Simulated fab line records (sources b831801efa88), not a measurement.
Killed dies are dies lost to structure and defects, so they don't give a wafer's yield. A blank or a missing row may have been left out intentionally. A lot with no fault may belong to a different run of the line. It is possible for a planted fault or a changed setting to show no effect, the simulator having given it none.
fab line records	flow sky130
record lots=11	wafers=32	last_day=50
route steps=708 shown VIA3@585 VIA4@657 METAL5@662 PAD_OPEN@708
lots that met no fault: taken from a fault-free run of the same line
start_h: hours from the record's opening day to when the first of the lot's shown wafers began	wait_h: how many hours have passed since the lot's step before this one	" the same as in the row above	L1.1+2: several wafers, shown together as one row	- no value present, or no start provided	* or withheld: withheld	< > ~ a bound
route shown NAME@n: a module of which the file shows steps, and the number in the route of the first	usual: average and standard deviation across the fault-free wafers	same: alike in all rows	chamber/n: place in a boat	sites: readings site by site	_std_site: standard deviation of those values	_edge_site: inner sites' mean taken away from outer sites' mean	radius_mm: how far each site lies from the wafer's centre	mask NAME#n: copy n	behind: the tool/chamber that last shaped the wafer	hold: the reason the lot was held/the length of the hold in hours/how it ended	device: the transistor (n, p or np) that didn't switch	end of line: tests run on the same wafers once the route is complete	where a step has no rows: the recipe by itself	killed: at the first sort, the dies lost to defects and structure; wafer yield is something else	map: per-die view of a wafer (x killed, . not killed, _ where there is no die)
set.NAME: the setting as run; set.NAME@STEP: as run at that earlier step	model.NAME: the simulator's own value behind a step, which no gauge read
route steps across a sampled set of lots; one table per step, one row per wafer
services: from which hour (start_h, from the record's first day; less than 0 if before it) a tool's chamber was out of use, for how many hours, and why
## steps
# step SKY_VIA3_CD_MEAS_12
# recipe target_cd_nm=200
# usual cd_nm=199.9/1.4
lot.wafer	tool	chamber	start_h	wait_h	cd_nm
L377.1	cd_sem-01	-	953.80	-	198.6
L377.2	"	-	"	"	199.7
L377.6	"	-	"	"	199.2
L379.3	cd_sem-02	-	968.37	-	197.1
L379.5	"	-	"	"	198.4
L379.6	"	-	"	"	198.0
L381.2	cd_sem-02	-	976.20	-	200.9
L381.3	"	-	"	"	200.6
L381.4	"	-	"	"	201.2
L385.1	cd_sem-02	-	1005.20	-	199.4
L385.3	"	-	"	"	199.6
L385.6	"	-	"	"	199.3
L391.1	cd_sem-02	-	1042.25	-	200.1
L391.4	"	-	"	"	198.6
L391.6	"	-	"	"	200.1
L393.1	cd_sem-01	-	1060.20	-	198.9
L393.3	"	-	"	"	200.1
L393.5	"	-	"	"	200.1
L394.2	cd_sem-01	-	1068.84	-	199.2
L394.3	"	-	"	"	199.2
L394.5	"	-	"	"	198.6
L395.2	cd_sem-01	-	1072.00	-	199.2
L395.4	"	-	"	"	200.6
L395.6	"	-	"	"	198.9
L396.1	cd_sem-02	-	1076.98	-	197.9
L396.2	"	-	"	"	199.6
L396.4	"	-	"	"	198.1
L397.1	cd_sem-02	-	1081.05	-	199.6
L397.2	"	-	"	"	199.0
L397.4	"	-	"	"	199.0
L398.3	cd_sem-02	-	1081.79	-	198.4
L398.5	"	-	"	"	199.2
# step SKY_VIA4_CVD_18
# recipe material=W	target_thk_nm=505	time_s=152.14	temp_c=400	pressure_torr=40
# usual chamber_pressure_Torr=40.01/0.087	heater_power_w=858/95
# same time_s=152.14
lot.wafer	tool	chamber	start_h	wait_h	chamber_pressure_Torr	heater_power_w
L377.1	cvd_w-02	1	1028.63	0.0	39.84	713
L377.2	"	0	"	"	40.05	926
L377.6	"	0	"	"	40.14	914
L379.3	cvd_w-01	0	1041.69	0.1	40.11	933
L379.5	"	0	"	"	40.03	926
L379.6	"	1	"	"	39.97	910
L381.2	cvd_w-02	0	1049.68	0.0	39.97	917
L381.3	"	1	"	"	44.47	725
L381.4	"	0	"	"	40.00	882
L385.1	cvd_w-02	0	1075.44	0.0	40.01	906
L385.3	"	1	"	"	44.39	716
L385.6	"	0	"	"	40.06	895
L391.1	cvd_w-01	0	1110.18	0.0	39.99	963
L391.4	"	0	"	"	40.02	939
L391.6	"	0	"	"	39.95	978
L393.1	cvd_w-01	0	1127.81	0.0	39.88	913
L393.3	"	0	"	"	39.88	934
L393.5	"	0	"	"	39.99	946
L394.2	cvd_w-02	1	1135.49	0.0	40.06	714
L394.3	"	1	"	"	40.07	719
L394.5	"	0	"	"	39.98	906
L395.2	cvd_w-01	0	1137.77	0.0	40.06	935
L395.4	"	1	"	"	40.05	929
L395.6	"	0	"	"	40.09	947
L396.1	cvd_w-02	0	1141.68	0.0	39.90	914
L396.2	"	1	"	"	39.93	722
L396.4	"	1	"	"	39.87	718
L397.1	cvd_w-01	1	1146.06	0.0	39.99	903
L397.2	"	0	"	"	40.13	978
L397.4	"	0	"	"	39.95	941
L398.3	cvd_w-02	1	1147.23	0.1	40.22	720
L398.5	"	0	"	"	40.07	882
# step SKY_VIA4_RS_MEAS_19
# recipe thk_meas_gauge=four-point-probe	reads=W_of_VIA4_CVD_18+TiN_of_VIA4_SPUTTER_17
# usual VIA4_W_RS=0.2259/0.0026
lot.wafer	tool	chamber	start_h	wait_h	VIA4_W_RS[ohm/sq]
L377.1	film_metro-04	-	1028.80	0.1	0.2312
L377.2	"	-	"	"	0.2229
L377.6	"	-	"	"	0.2219
L379.3	film_metro-01	-	1041.83	0.1	0.2307
L379.5	"	-	"	"	0.2296
L379.6	"	-	"	"	0.2275
L381.2	film_metro-02	-	1049.85	0.1	0.2236
L381.3	"	-	"	"	0.2167
L381.4	"	-	"	"	0.2240
L385.1	film_metro-04	-	1075.59	0.1	0.2247
L385.3	"	-	"	"	0.2162
L385.6	"	-	"	"	0.2231
L391.1	film_metro-01	-	1110.33	0.1	0.2264
L391.4	"	-	"	"	0.2258
L391.6	"	-	"	"	0.2269
L393.1	film_metro-02	-	1128.06	0.2	0.2241
L393.3	"	-	"	"	0.2259
L393.5	"	-	"	"	0.2247
L394.2	film_metro-04	-	1135.67	0.1	0.2263
L394.3	"	-	"	"	0.2236
L394.5	"	-	"	"	0.2226
L395.2	film_metro-04	-	1137.94	0.1	0.2222
L395.4	"	-	"	"	0.2226
L395.6	"	-	"	"	0.2244
L396.1	film_metro-02	-	1141.83	0.1	0.2220
L396.2	"	-	"	"	0.2249
L396.4	"	-	"	"	0.2273
L397.1	film_metro-04	-	1146.21	0.1	0.2267
L397.2	"	-	"	"	0.2248
L397.4	"	-	"	"	0.2225
L398.3	film_metro-01	-	1147.37	0.1	0.2250
L398.5	"	-	"	"	0.2244
# step SKY_VIA4_THK_MEAS_20
# recipe thk_meas_gauge=xrf	reads=W_of_VIA4_CVD_18
# usual VIA4_W_THK=499/6.1
lot.wafer	tool	chamber	start_h	wait_h	VIA4_W_THK[nm]
L377.1	film_metro-04	-	1028.92	0.1	489
L377.2	"	-	"	"	508
L377.6	"	-	"	"	510
L379.3	film_metro-01	-	1041.93	0.1	488
L379.5	"	-	"	"	490
L379.6	"	-	"	"	490
L381.2	film_metro-02	-	1049.96	0.1	502
L381.3	"	-	"	"	521
L381.4	"	-	"	"	504
L385.1	film_metro-04	-	1075.71	0.1	505
L385.3	"	-	"	"	525
L385.6	"	-	"	"	508
L391.1	film_metro-01	-	1110.45	0.1	496
L391.4	"	-	"	"	500
L391.6	"	-	"	"	497
L393.1	film_metro-02	-	1128.18	0.1	504
L393.3	"	-	"	"	500
L393.5	"	-	"	"	502
L394.2	film_metro-04	-	1135.78	0.1	495
L394.3	"	-	"	"	499
L394.5	"	-	"	"	503
L395.2	film_metro-04	-	1138.05	0.1	503
L395.4	"	-	"	"	501
L395.6	"	-	"	"	499
L396.1	film_metro-02	-	1141.95	0.1	508
L396.2	"	-	"	"	504
L396.4	"	-	"	"	494
L397.1	film_metro-04	-	1146.33	0.1	495
L397.2	"	-	"	"	498
L397.4	"	-	"	"	500
L398.3	film_metro-01	-	1147.47	0.1	493
L398.5	"	-	"	"	491
# step SKY_METAL5_SPUTTER_01
# recipe material=TiN	target_thk_nm=20	power_w=6500	time_s=16.7	chamber_pressure_pa=0.4
# usual throttle_valve_pct=30.1/0.97
# same time_s=16.7
lot.wafer	tool	chamber	start_h	wait_h	throttle_valve_pct
L377.1	pvd_sputter-01	-	1029.45	0.0	30.0
L377.2	"	-	"	"	30.7
L377.6	"	-	"	"	30.6
L379.3	pvd_sputter-01	-	1042.46	0.0	29.0
L379.5	"	-	"	"	30.0
L379.6	"	-	"	"	29.1
L381.2	pvd_sputter-04	-	1050.33	0.0	31.3
L381.3	"	-	"	"	30.3
L381.4	"	-	"	"	28.6
L385.1	pvd_sputter-02	-	1076.09	0.0	29.8
L385.3	"	-	"	"	29.9
L385.6	"	-	"	"	29.8
L391.1	pvd_sputter-01	-	1110.83	0.0	29.1
L391.4	"	-	"	"	30.5
L391.6	"	-	"	"	28.8
L393.1	pvd_sputter-01	-	1128.57	0.0	29.1
L393.3	"	-	"	"	30.9
L393.5	"	-	"	"	30.4
L394.2	pvd_sputter-02	-	1136.46	0.0	30.1
L394.3	"	-	"	"	29.4
L394.5	"	-	"	"	29.9
L395.2	pvd_sputter-01	-	1138.42	0.0	28.7
L395.4	"	-	"	"	30.6
L395.6	"	-	"	"	30.6
L396.1	pvd_sputter-04	-	1142.34	0.0	30.2
L396.2	"	-	"	"	32.2
L396.4	"	-	"	"	31.0
L397.1	pvd_sputter-02	-	1146.72	0.0	29.9
L397.2	"	-	"	"	29.8
L397.4	"	-	"	"	29.8
L398.3	pvd_sputter-01	-	1147.83	0.0	30.5
L398.5	"	-	"	"	30.5
# step SKY_METAL5_SPUTTER_03
# recipe material=Ti	target_thk_nm=5	power_w=3000	time_s=3.3	chamber_pressure_pa=0.4
# usual throttle_valve_pct=30.1/0.97
# same time_s=3.3
lot.wafer	tool	chamber	start_h	wait_h	throttle_valve_pct
L377.1	pvd_sputter-01	-	1029.53	0.0	29.9
L377.2	"	-	"	"	30.9
L377.6	"	-	"	"	30.7
L379.3	pvd_sputter-01	-	1042.54	0.0	28.7
L379.5	"	-	"	"	29.9
L379.6	"	-	"	"	29.1
L381.2	pvd_sputter-04	-	1050.41	0.0	31.3
L381.3	"	-	"	"	30.2
L381.4	"	-	"	"	28.6
L385.1	pvd_sputter-02	-	1076.17	0.0	29.9
L385.3	"	-	"	"	29.7
L385.6	"	-	"	"	29.8
L391.1	pvd_sputter-01	-	1110.91	0.0	29.0
L391.4	"	-	"	"	30.4
L391.6	"	-	"	"	28.9
L393.1	pvd_sputter-01	-	1128.64	0.0	28.9
L393.3	"	-	"	"	30.6
L393.5	"	-	"	"	30.9
L394.2	pvd_sputter-02	-	1136.54	0.0	29.7
L394.3	"	-	"	"	29.2
L394.5	"	-	"	"	29.5
L395.2	pvd_sputter-01	-	1138.50	0.0	29.0
L395.4	"	-	"	"	30.6
L395.6	"	-	"	"	30.7
L396.1	pvd_sputter-04	-	1142.41	0.0	30.4
L396.2	"	-	"	"	32.2
L396.4	"	-	"	"	31.4
L397.1	pvd_sputter-02	-	1146.79	0.0	29.8
L397.2	"	-	"	"	29.9
L397.4	"	-	"	"	30.0
L398.3	pvd_sputter-01	-	1147.91	0.0	30.6
L398.5	"	-	"	"	30.6
# step SKY_PAD_OPEN_PROBE_99
# usual defect_limited_yield=82.4/1.8	killed_at_M0_to_M3=44/6.3	killed_at_M4_up=3.1/1.8	killed_at_contacts=25/5.1	killed_at_front_end=15/4.1	killed_at_other=0.3/0.71	killed_dies=87/8.8	killed_open=47/6.8	killed_short=40/6.7	sort_bin_3_pad_short=0.9/0.39	sort_bin_5_function=10.4/1.5	sort_bin_6_memory=6.4/1.1	sort_n_pass=405/8.8	sort_yield_pct=82.4/1.8
# same gross_dies=492	killed_at_back_side=0	sort_bin_4_leakage[%]=0	sort_bin_8_speed[%]=0
lot.wafer	tool	chamber	start_h	wait_h	defect_limited_yield[%]	killed_at_M0_to_M3	killed_at_M4_up	killed_at_contacts	killed_at_front_end	killed_at_other	killed_dies	killed_open	killed_short	sort_bin_3_pad_short[%]	sort_bin_5_function[%]	sort_bin_6_memory[%]	sort_n_pass	sort_yield_pct[%]
L385.1	prober-02	-	1139.76	0.1	83.5	44	6	22	7	2	81	39	42	0.6	9.8	6.1	411	83.5
L385.3	prober-02	-	1139.86	0.2	83.1	40	5	23	14	1	83	42	41	0.4	10.2	6.3	409	83.1
L385.6	prober-02	-	1140.01	0.2	80.9	63	4	18	9	0	94	44	50	1.4	12.6	5.1	398	80.9
# killed by level:class
L385.1 VIA1:geometric_particle:open=14 CONTACT:geometric_particle:open=8 METAL2:geometric_particle:short=7 METAL4:geometric_particle:short=6 METAL1:geometric_particle:short=5 VIA2:geometric_particle:short=5 VIA2:geometric_particle:open=5 VIA1:geometric_particle:short=4
L385.3 CONTACT:geometric_particle:open=10 METAL2:geometric_particle:short=10 VIA1:geometric_particle:open=8 CONTACT:geometric_particle:short=6 VIA2:geometric_particle:open=5 VIA3:geometric_particle:open=5 METAL1:geometric_particle:short=4 METAL4:geometric_particle:short=4
L385.6 VIA1:geometric_particle:open=16 METAL1:geometric_particle:short=11 VIA3:geometric_particle:open=10 METAL2:geometric_particle:short=9 VIA1:geometric_particle:short=6 CONTACT:geometric_particle:open=6 VIA2:geometric_particle:open=5 LI_CONTACT:geometric_particle:open=4
## services
tool	chamber	start_h	hours	kind
cvd_w-02	0	1004.89	9.1	repair
pvd_sputter-04	-	1009.33	5.6	repair
cvd_w-01	-	1024.15	0.9	repair
cvd_w-01	-	1052.43	6.0	pm
pvd_sputter-02	-	1076.90	0.5	repair
pvd_sputter-01	-	1083.56	1.7	repair
pvd_sputter-04	3	1097.31	-	consumable_replace:kit
pvd_sputter-04	3	1097.31	18.0	scheduled_down
pvd_sputter-04	3	1097.31	18.0	vent_cycle
cvd_w-01	-	1100.98	1.9	repair
cvd_w-01	-	1110.56	14.6	pm
pvd_sputter-02	3	1135.88	-	consumable_replace:kit
pvd_sputter-02	3	1135.88	18.0	scheduled_down
pvd_sputter-02	3	1135.88	18.0	vent_cycle
pvd_sputter-02	-	1137.34	0.7	repair
## key
first_sign step=SKY_VIA4_CVD_18	reading=chamber_pressure_Torr	direction=up	sigmas=51	usual=40.01	struck=44.43
effect step=SKY_VIA4_RS_MEAS_19	reading=VIA4_W_RS	direction=down	sigmas=3.6	usual=0.2259	struck=0.2165
effect step=SKY_VIA4_THK_MEAS_20	reading=VIA4_W_THK	direction=up	sigmas=3.9	usual=499	struck=523
met_at SKY_VIA4_CVD_18
struck_lots L381,L385
struck_wafers L381.3,L385.3
baseline_loss step=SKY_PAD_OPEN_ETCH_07	wafers=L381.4
not_acting_at SKY_VIA3_CD_MEAS_12,SKY_METAL5_SPUTTER_01,SKY_METAL5_SPUTTER_03
onset_between 1028.63 1049.68
fault kind=process_parameter_drift	tool=cvd_w-02	chamber=1	onset_h=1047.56	steps=SKY_VIA4_CVD_18	channel=pressure_torr	offset=4.4255	shape=step	end_h=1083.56	acts_in=these_recipes_only	stated=40
# baseline_loss: these wafers lose ten dies or more at that step, a loss of the line's own and not of a fault; the sort's usual values leave them out
